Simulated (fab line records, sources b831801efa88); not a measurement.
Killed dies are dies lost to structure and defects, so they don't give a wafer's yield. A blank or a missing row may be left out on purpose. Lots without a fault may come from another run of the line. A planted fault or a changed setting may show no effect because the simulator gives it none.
Which tool did it? | flow gf180mcu | 13 lots, 39 wafers sampled, at 6 steps of a route of 602

WHAT THE GAUGES READ, wafer by wafer
GF_HV_LDD_TW_MEAS_11.
lot  | measured     | on            | HV_LDD_TW
L110 | day 10 00:29 | film_metro-02 | 2428 2425 2410
L111 | day 10 06:38 | film_metro-04 | 2379 2396 2371
L114 | day 11 13:07 | film_metro-02 | 2434 2422 2424
L117 | day 12 05:29 | film_metro-02 | 2412 2422 2426
L122 | day 13 20:41 | film_metro-01 | 2418 2402 2416
L124 | day 14 06:08 | film_metro-01 | 2408 2406 2406
L125 | day 14 18:02 | film_metro-04 | 2385 2379 2371
L126 | day 14 23:35 | film_metro-01 | 2399 2393 2407
L127 | day 15 08:58 | film_metro-01 | 2427 2426 2426
L128 | day 15 13:12 | film_metro-02 | 2425 2431 2408
L129 | day 15 19:50 | film_metro-04 | 2375 2391 2392
L130 | day 16 03:20 | film_metro-01 | 2444 2434 2447
L132 | day 16 17:12 | film_metro-04 | 2386 2386 2388

GF_HV_LDD_OVL_MEAS_47.
lot  | measured     | on         | HV_LDD_03_OVL (nm)
L110 | day 12 10:15 | overlay-02 | 1.2 1.4 2.4
L111 | day 12 15:56 | overlay-01 | 0.7 -1.4 1.4
L114 | day 14 00:22 | overlay-02 | 0.3 1.0 0.1
L117 | day 14 17:24 | overlay-02 | 3.1 1.4 0.3
L122 | day 16 13:38 | overlay-01 | 1.8 2.9 0.9
L124 | day 16 23:31 | overlay-02 | 0.5 1.5 0.2
L125 | day 17 13:20 | overlay-01 | -1.4 -0.5 1.1
L126 | day 17 18:33 | overlay-02 | 1.5 2.0 1.8
L127 | day 18 05:38 | overlay-01 | 1.0 2.0 2.7
L128 | day 18 10:24 | overlay-02 | 1.3 2.6 1.7
L129 | day 18 17:50 | overlay-01 | 2.6 0.3 0.9
L130 | day 19 01:17 | overlay-02 | -0.2 -0.7 1.6
L132 | day 19 16:27 | overlay-01 | 0.0 -0.9 -1.2

GF_PSD_RS_MEAS_14: measures by four-point-probe.
lot  | measured     | on            | NSD_RS (ohm/sq)
L110 | day 14 05:23 | film_metro-02 | 46.18 46.16 46.11
L111 | day 14 11:49 | film_metro-04 | 46.19 46.18 46.22
L114 | day 15 22:44 | film_metro-03 | 47.24 47.11 47.13
L117 | day 16 17:37 | film_metro-03 | 47.28 47.16 47.39
L122 | day 18 18:01 | film_metro-04 | 46.31 46.24 46.20
L124 | day 19 02:06 | film_metro-02 | 46.06 46.21 46.10
L125 | day 19 17:52 | film_metro-03 | 45.91 46.11 46.09
L126 | day 19 23:32 | film_metro-02 | 46.12 46.07 46.13
L127 | day 20 09:19 | film_metro-04 | 46.10 46.10 46.21
L128 | day 20 14:56 | film_metro-02 | 46.14 46.20 46.12
L129 | day 20 22:32 | film_metro-04 | 46.23 45.98 46.20
L130 | day 21 05:32 | film_metro-02 | 46.11 46.11 46.15
L132 | day 21 20:49 | film_metro-03 | 46.08 46.20 46.01

GF_SAB_THK_MEAS_01.
lot  | measured     | on            | SAB_CVD_00_THK (nm)
L110 | day 14 05:39 | film_metro-04 | 48.8 49.1 50.3
L111 | day 14 12:05 | film_metro-04 | 49.2 49.0 50.0
L114 | day 15 22:58 | film_metro-04 | 50.4 49.7 50.5
L117 | day 16 17:52 | film_metro-04 | 50.6 49.8 49.8
L122 | day 18 18:16 | film_metro-01 | 48.5 50.3 49.8
L124 | day 19 02:20 | film_metro-01 | 49.2 49.9 51.0
L125 | day 19 18:08 | film_metro-01 | 50.0 49.0 50.4
L126 | day 19 23:47 | film_metro-03 | 49.3 49.6 49.2
L127 | day 20 09:34 | film_metro-03 | 48.5 50.7 50.2
L128 | day 20 15:10 | film_metro-03 | 49.7 50.7 50.6
L129 | day 20 22:47 | film_metro-03 | 50.0 50.0 49.8
L130 | day 21 05:47 | film_metro-01 | 48.2 50.4 50.5
L132 | day 21 21:03 | film_metro-01 | 49.7 49.7 50.1

WHICH TOOL RAN EACH LOT (tool, then ch and the chambers of the sampled wafers, then the start)
lot  | GF_NSD_IMPLANT_09               | GF_NSD_STRIP_11
L110 | implanter-02 ch 0, day 13 08:24 | plasma_asher-01 ch 0,1, day 13 08:42
L111 | implanter-02 ch 0, day 13 14:32 | plasma_asher-01 ch 0,1, day 13 14:50
L114 | implanter-02 ch 0, day 15 00:20 | plasma_asher-01 ch 0,1, day 15 00:36
L117 | implanter-02 ch 0, day 15 18:37 | plasma_asher-02 ch 0,1, day 15 18:54
L122 | implanter-03 ch 0, day 17 17:41 | plasma_asher-01 ch 0,1, day 17 17:59
L124 | implanter-03 ch 0, day 18 01:50 | plasma_asher-03 ch 0,1, day 18 02:07
L125 | implanter-02 ch 0, day 18 16:26 | plasma_asher-01 ch 0,1, day 18 16:44
L126 | implanter-03 ch 0, day 18 22:13 | plasma_asher-02 ch 0,1, day 18 22:30
L127 | implanter-01 ch 0, day 19 08:49 | plasma_asher-02 ch 0, day 19 09:07
L128 | implanter-02 ch 0, day 19 13:58 | plasma_asher-02 ch 0,1, day 19 14:15
L129 | implanter-01 ch 0, day 19 21:35 | plasma_asher-02 ch 0,1, day 19 21:52
L130 | implanter-03 ch 0, day 20 04:34 | plasma_asher-03 ch 0,1, day 20 04:51
L132 | implanter-01 ch 0, day 20 20:14 | plasma_asher-01 ch 0,1, day 20 20:31
- GF_NSD_IMPLANT_09
- GF_NSD_STRIP_11: strips in O2/N2.

WHAT THE TOOLS THEMSELVES READ (means of the sampled wafers that have a number; where no wafer has one, the mark that the record gives instead)
GF_NSD_IMPLANT_09.
lot  | tool         | beam_energy_keV
L110 | implanter-02 | 59.988
L111 | implanter-02 | 59.981
L114 | implanter-02 | 55.917
L117 | implanter-02 | 55.936
L122 | implanter-03 | 59.997
L124 | implanter-03 | 60.019
L125 | implanter-02 | 60.004
L126 | implanter-03 | 59.995
L127 | implanter-01 | 60.008
L128 | implanter-02 | 60.011
L129 | implanter-01 | 59.998
L130 | implanter-03 | 60.015
L132 | implanter-01 | 59.999

GF_NSD_STRIP_11.
lot  | tool            | drypump_motor_current_A (A) | heater_power_w (W) | oes_product_au (a.u.) | strip_time_to_endpoint_s (s)
L110 | plasma_asher-01 | 5.7                         | 299                | 0.485                 | 22.97
L111 | plasma_asher-01 | 5.4                         | 285                | 0.485                 | 22.98
L114 | plasma_asher-01 | 5.7                         | 299                | 0.491                 | 22.45
L117 | plasma_asher-02 | 5.3                         | 365                | 0.494                 | 22.46
L122 | plasma_asher-01 | 5.7                         | 302                | 0.485                 | 22.93
L124 | plasma_asher-03 | 5.5                         | 344                | 0.482                 | 22.99
L125 | plasma_asher-01 | 5.7                         | 297                | 0.489                 | 23.03
L126 | plasma_asher-02 | 5.3                         | 366                | 0.483                 | 22.95
L127 | plasma_asher-02 | 5.5                         | 366                | 0.484                 | 23.03
L128 | plasma_asher-02 | 5.5                         | 364                | 0.484                 | 22.95
L129 | plasma_asher-02 | 5.3                         | 364                | 0.485                 | 23.00
L130 | plasma_asher-03 | 5.6                         | 322                | 0.487                 | 23.03
L132 | plasma_asher-01 | 5.4                         | 280                | 0.490                 | 23.00

THE ANSWER, worked out from the rows above alone
Rule: what is usual is taken from the lots themselves. Put in order of their means at a reading, lots are off if they are a third of the lots or fewer, leave a main group of 4 or more, and stand apart from it by a gap of 3 or more times the standard deviation of the main group's means; of several such gaps the widest counts. A main group whose means are all the same, to the digits that the tables above print for the reading, isn't used. A lot without any number at a reading at which 4 lots or more have one is off too. The other lots that the step has rows for count as sound. The gauges are gone through in route order, then the tools' own readings, and for those a lot's mean is taken as printed above. The first step at which some lot is off is used, and at that step the reading that is off furthest; a lot without a number counts as furthest.
Off: L114, L117, at GF_PSD_RS_MEAS_14 (NSD_RS). The main group: mean 46.14 ohm/sq, standard deviation 0.052.
A tool fits if, at a process step before that reading, it ran every lot that is off, and no sound lot after the first of them. The gauges at GF_PSD_RS_MEAS_14 aren't tried: what is off there is off at GF_NSD_IMPLANT_09 too, on other tools, and a gauge's error can't cause that. None of those tried fits.

WHAT THE SIMULATOR HAD PUT IN
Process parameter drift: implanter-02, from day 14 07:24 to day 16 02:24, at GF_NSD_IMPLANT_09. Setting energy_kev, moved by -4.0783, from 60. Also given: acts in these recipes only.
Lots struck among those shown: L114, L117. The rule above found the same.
